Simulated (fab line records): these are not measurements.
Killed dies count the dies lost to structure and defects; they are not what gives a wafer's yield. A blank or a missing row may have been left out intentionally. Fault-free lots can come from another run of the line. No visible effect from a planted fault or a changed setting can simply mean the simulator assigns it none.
8D (eight disciplines) problem report, filled in by code -- flow gf180mcu -- the parts of the form that need people (team, actions taken, sign-off) are left out

== 1. THE ISSUE ==
STI_CVD_03_THK at GF_STI_THK_MEAS_04 reads a mean of 221.7 nm on 6 wafers of 2 lots; wafers without a fault read 208.0 nm with a standard deviation of 1.7. Relative to the usual mean, that is a shift of +8.0 standard deviations.
First seen on wafer L748.3, day 4 11:35, on film_metro-04. At this step, 36 wafers from 12 lots have a number in the record. The rule behind "out" and "out of limits": a value lying over 4 standard deviations away from the usual mean. The other wafers with a number count as sound.

== 2. WHAT IT IS, AND WHAT IT ISN'T ==
question,is,is not
which readings at this step,STI_CVD_03_THK,-
which lots,"L748, L750","L734, L735, L736, L737, L739, L740, L741, L751, L752, L757"
which wafers of those lots,all that have a number,-
read on which gauges,"film_metro-02, film_metro-04",film_metro-01
when,from day 4 11:35,"up to then (21 sound wafers); but 9 sound wafers of L751, L752, L757 came after"

== 3. THE SUSPECTS, EACH WITH WHAT RULES IT OUT ==
Counting: a tool at any process step up to the reading remains a suspect when it ran all the lots that are out and ran no sound lot after the first of those.
- ruled out: the gauge at GF_STI_THK_MEAS_04. 2 gauges (film_metro-02, film_metro-04) read the wafers that are out.
- lpcvd-02 at GF_STI_CVD_03 (deposits Si3N4 from DCS/NH3, target thk 207.16 nm, time 3551 s): kept. It processed each lot that is out, first L748 at day 4 09:34, and no sound lot thereafter; up to then, the last sound lot it processed was L741 at day 2 23:24.
Left after counting: lpcvd-02 at GF_STI_CVD_03.

== 4. THE CAUSE (what the simulator had put in) ==
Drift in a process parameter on lpcvd-02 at GF_STI_CVD_03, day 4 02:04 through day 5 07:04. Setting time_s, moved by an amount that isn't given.
Only this tool survived the counting.

== 5. THE EFFECT CHAIN, in route order ==
Rows list readings where the struck wafers' mean (over those with a number) sits beyond 3 standard deviations from the usual. Only readings for which the record gives a usual standard deviation are gone through. hours: the time from each lot's start at the first step in this table that gives one to its start at this step, as a median over the lots. sigmas: the change in usual standard deviations.
hours,step,reading,usual,on struck wafers,change,sigmas
0,GF_STI_THK_MEAS_04,STI_CVD_03_THK,208.0 nm,221.7,+13.7,+8.0
14,GF_STI_ETCH_13,oes_product_au,0.834 a.u.,0.865,+0.031,+5.1
Here are the process steps it includes:
- GF_STI_ETCH_13: etches the open film in CHF3/O2, stops on Si, target depth 282.31 nm, time 112.9 s.
Later measuring or inspecting steps at which every struck wafer that the step has a row for has a number for every such reading, and none has moved that far: GF_PSD_CD_MEAS_07, GF_PSD_RS_MEAS_15.

== 6. WHAT WOULD HAVE CAUGHT IT SOONER ==
Counted from the fault's start at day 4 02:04, it took 10 hours until the first out-of-limits reading at a measuring or inspecting step in this record, taken at day 4 11:35.
Tool readings at GF_STI_CVD_03 with a usual standard deviation given in the record: none out on any struck wafer, hence no alarm at a limit of 4 standard deviations on them.
Among the 2 lots that are out, L750 began GF_STI_CVD_03 on lpcvd-02 after day 4 11:35. It would have been spared by a hold on the tool at that moment.
